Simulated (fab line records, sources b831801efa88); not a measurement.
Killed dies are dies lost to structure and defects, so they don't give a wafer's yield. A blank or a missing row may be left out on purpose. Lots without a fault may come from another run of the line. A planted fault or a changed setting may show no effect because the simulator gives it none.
A struck lot beside a sound one | flow sky130 | 15 steps out of a route of 708
Sound: wafers L201.3, L201.4, L201.6. Struck: wafers L214.3, L214.4, L214.5. The cause comes at the end.
At each step with rows: each side's tool, then ch and its chambers, then its first start. Under that, the readings that differ: sound wafers | struck wafers | difference of the means | sigmas: that difference in standard deviations of wafers without a fault.
alike: readings whose means differ by less than 2 such deviations, and words and numbers that are the same on both sides. not compared: withheld readings, readings that some wafer has no value for, bounds like >300 that may hide the same value, and numbers for which the record gives no deviation and whose values overlap.
The two part at a step that has a row with sigmas, a row that says differs or no value, or rows on one side only. Numbers that don't overlap but have no deviation are shown without sigmas and don't part them. A reading that every wafer of one side lacks parts them only if that side has two wafers or more.

first, 1 step without rows for these wafers: SKY_SONOS_ONO_WET_ETCH_16 (etches SiO2 in dHF, target depth 14 nm, time 280 s).
SKY_SONOS_ONO_STRIP_17: strips in O2/N2.
  sound on plasma_asher-02 ch 0,1, day 13 10:19; struck on plasma_asher-02 ch 0,1, day 17 19:05
  alike: drypump_motor_current_A, oes_product_au, strip_time_to_endpoint_s
  not compared: rf_hours_counter_h
then, 3 steps without rows for these wafers: SKY_SONOS_ONO_WET_ETCH_18 (etches Si3N4 in H3PO4, target depth 15 nm, time 172 s); SKY_GATE_OXIDE_CLEAN_00 (cleans in SC1/SC2, time 150 s); SKY_GATE_OXIDE_OXIDATION_01 (stabilise 600 s, purge 300 s, target thk 10.268 nm).
SKY_GATE_OXIDE_THK_MEAS_02:
  sound on film_metro-01, day 13 18:07; struck on film_metro-01, day 17 20:41
  reading                          | sound           | struck            | difference | sigmas
  GATE_OXIDE_OXIDATION_00_THK (nm) | 9.96 9.89 10.05 | 10.20 10.47 10.40 | +0.39      | +2
then, 6 steps without rows for these wafers: SKY_GATE_OXIDE_DEHYDRATE_03 (time 60 s); SKY_GATE_OXIDE_HMDS_04 (prime time 60 s); SKY_GATE_OXIDE_COAT_05 (resist thk 1140 nm); SKY_GATE_OXIDE_SOFTBAKE_06 (time 60 s); SKY_GATE_OXIDE_EXPOSE_07 (exposes mask LVOM, target cd 600 nm); SKY_GATE_OXIDE_PEB_08.
SKY_GATE_OXIDE_DEVELOP_09: develop time 60 s.
  sound on litho_track-04 ch 0, day 14 17:56; struck on litho_track-04 ch 0, day 19 03:26
  reading              | sound             | struck            | difference | sigmas
  developer_temp_C (C) | 22.99 22.99 23.01 | 22.05 22.11 22.11 | -0.91      | -9
SKY_GATE_OXIDE_OVL_MEAS_10:
  sound on overlay-01, day 14 18:02; struck on overlay-01, day 19 03:32
  alike: GATE_OXIDE_OVL
-- the record jumps here: 30 days lie between the struck wafers' starts before and after (it left off in module GATE_OXIDE and takes up again in module PAD_OPEN, whose first step shown is number 708 of the route) --
SKY_PAD_OPEN_PROBE_99:
  sound on prober-02, day 46 10:50; struck on prober-02, day 49 10:23
  alike: killed_at_M0_to_M3, killed_at_M4_up, killed_at_contacts, killed_at_front_end, killed_at_other, killed_dies, killed_open, killed_short

WHERE THEY PART
First at SKY_GATE_OXIDE_THK_MEAS_02; last, within this record, at SKY_GATE_OXIDE_DEVELOP_09. Later steps at which nothing parts them and some readings are alike: SKY_GATE_OXIDE_OVL_MEAS_10, SKY_PAD_OPEN_PROBE_99.

WHY: what the simulator had put in
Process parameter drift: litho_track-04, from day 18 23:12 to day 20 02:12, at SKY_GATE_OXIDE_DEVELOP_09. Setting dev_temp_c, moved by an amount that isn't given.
